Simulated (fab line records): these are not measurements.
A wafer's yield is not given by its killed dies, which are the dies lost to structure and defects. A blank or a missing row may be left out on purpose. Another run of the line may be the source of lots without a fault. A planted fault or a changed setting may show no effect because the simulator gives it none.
A single fault, viewed from 2 desks	flow sky130	each desk has only its own numbers; what lay behind them comes last

== FROM THE METROLOGY DESK ==
Lot by lot, what the gauges showed, no matter which tool ran the lot: averages of those sampled wafers that carry a number. Any lot whose mean is over 4 standard deviations away from the usual mean is out of limits and marked OUT; that distance is given in the brackets.
Columns: A = CAP2M_TIN_RS at SKY_CAP2M_RS_MEAS_03, usual 6.94 ohm/sq; B = CAP2M_TIN_THK at SKY_CAP2M_THK_MEAS_04, usual 198.9 nm
lot	first seen here	A	B
L818	day 39 10:34	6.93	199.4
L820	day 40 03:07	6.85	201.3
L823	day 41 04:04	6.91	198.7
L827	day 42 09:10	7.01	197.7
L828	day 42 19:38	6.92	199.9
L832	day 43 17:40	6.90	200.7
L833	day 43 22:39	6.98	198.6
L839	day 45 12:29	6.98	198.2
L841	day 45 20:47	6.82	202.5
L840	day 46 02:41	6.89	201.3
Result from this desk: across the 10 lots, nothing is out of limits.

== TOOL OWNER'S DESK, rie_metal-04 ==
The tool's own readings at SKY_METAL5_METAL_ETCH_15 (etches the open film in Cl2/BCl3, stops on SiO2, target depth 1260 nm, time 252 s): means of the sampled wafers that have a number, for each lot that ran on this tool. Any lot whose mean is over 4 standard deviations away from the usual mean is out of limits and marked OUT; that distance is given in the brackets.
Columns: A = drypump_motor_current_A at SKY_METAL5_METAL_ETCH_15, usual 5.4 A; B = he_backside_leak_sccm at SKY_METAL5_METAL_ETCH_15, usual 3.33 sccm; C = oes_product_au at SKY_METAL5_METAL_ETCH_15, usual 0.894 a.u.; D = throttle_valve_pct at SKY_METAL5_METAL_ETCH_15, usual 22.264 %
lot	first seen here	A	B	C	D
L820	day 44 04:11	5.6	3.29	0.898	22.270
L823	day 45 02:33	5.5	3.16	0.895	22.262
L827	day 46 04:44	5.5	3.36	0.899	22.266
L832	day 47 09:05	5.5	3.19	0.829 (-16) OUT	22.267
L833	day 47 14:17	5.7	3.14	0.821 (-17) OUT	22.261
This desk finds L832, L833 out of limits, L832 being first, at day 47 09:05 (oes_product_au at SKY_METAL5_METAL_ETCH_15). Within limits: L820, L823, L827.

== TAKEN TOGETHER ==
The tool owner's desk had the chance to raise an alarm at day 47 09:05 on L832, L833.
Nothing out of limits was seen by the metrology desk.
The metrology desk holds a record of L832, L833, inside its limits.
Of the lots named, all ran SKY_METAL5_METAL_ETCH_15 on rie_metal-04.

== WHAT HAD BEEN PUT IN BY THE SIMULATOR ==
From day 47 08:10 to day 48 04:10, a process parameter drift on rie_metal-04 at SKY_METAL5_METAL_ETCH_15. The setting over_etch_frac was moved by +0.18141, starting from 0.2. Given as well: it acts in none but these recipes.
Struck lots among those shown: L832, L833.
Time in hours from fault onset to the first out-of-limits reading at each desk: the tool owner's desk, 1.
